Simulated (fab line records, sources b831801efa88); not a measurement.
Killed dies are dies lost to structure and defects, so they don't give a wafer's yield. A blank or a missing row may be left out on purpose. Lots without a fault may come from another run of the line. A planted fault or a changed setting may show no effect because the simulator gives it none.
One fault seen from 2 desks | flow sfq_line | each desk has only its own numbers; what lay behind them comes last

THE TOOL OWNER'S DESK: litho_track-04
The tool's own readings at SFQ_TRILAYER_M1_LITHO_COAT_039 (resist thk 600 nm): means of the sampled wafers that have a number, for each lot that ran on this tool. A lot is out of limits, marked OUT, if its mean lies more than 4 standard deviations from the usual mean; the brackets give that distance.
Columns: A = spin_speed_rpm at SFQ_TRILAYER_M1_LITHO_COAT_039, usual 3000.0 rpm
lot  | first seen here | A
L203 | day 22 09:32    | 2666.5 (-99 or more) OUT
L204 | day 22 12:04    | 2664.4 (-99 or more) OUT
L212 | day 25 20:52    | 3000.0
This desk's finding: out of limits on L203, L204; first on L203, day 22 09:32 (spin_speed_rpm at SFQ_TRILAYER_M1_LITHO_COAT_039). In limits: L212.

THE METROLOGY DESK
What the gauges read, lot by lot, whatever tool the lot ran on: means of the sampled wafers that have a number. A lot is out of limits, marked OUT, if its mean lies more than 4 standard deviations from the usual mean; the brackets give that distance.
Columns: A = I0_OVL at SFQ_I0_OVL_MEAS_908, usual 2 nm; B = M1_NB_RS at SFQ_M1_RS_MEAS_909, usual 0.893 ohm/sq; C = M1_OVL at SFQ_M1_OVL_MEAS_911, usual 1 nm
lot  | first seen here | A  | B     | C
L203 | day 22 07:56    | -3 | 0.894 | -5
L204 | day 22 10:20    | 5  | 0.896 | 1
L209 | day 23 17:32    | 11 | 0.882 | -2
L212 | day 25 19:13    | 7  | 0.893 | 10
L215 | day 27 05:37    | 0  | 0.902 | -2
L216 | day 27 12:49    | 1  | 0.878 | -4
This desk's finding: nothing out of limits on any of the 6 lots.

PUT TOGETHER
The tool owner's desk could have raised an alarm at day 22 09:32, on L203, L204.
The metrology desk saw nothing out of limits.
The metrology desk has L203, L204 on record, within its limits.
Of the lots named, all ran SFQ_TRILAYER_M1_LITHO_COAT_039 on litho_track-04.

WHAT THE SIMULATOR HAD PUT IN
Process parameter drift: litho_track-04, from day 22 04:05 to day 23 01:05, at SFQ_TRILAYER_M1_LITHO_COAT_039. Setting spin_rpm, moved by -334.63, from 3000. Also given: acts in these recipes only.
Lots struck among those shown: L203, L204.
Hours from the fault's start to each desk's first reading out of limits: the tool owner's desk, 5.
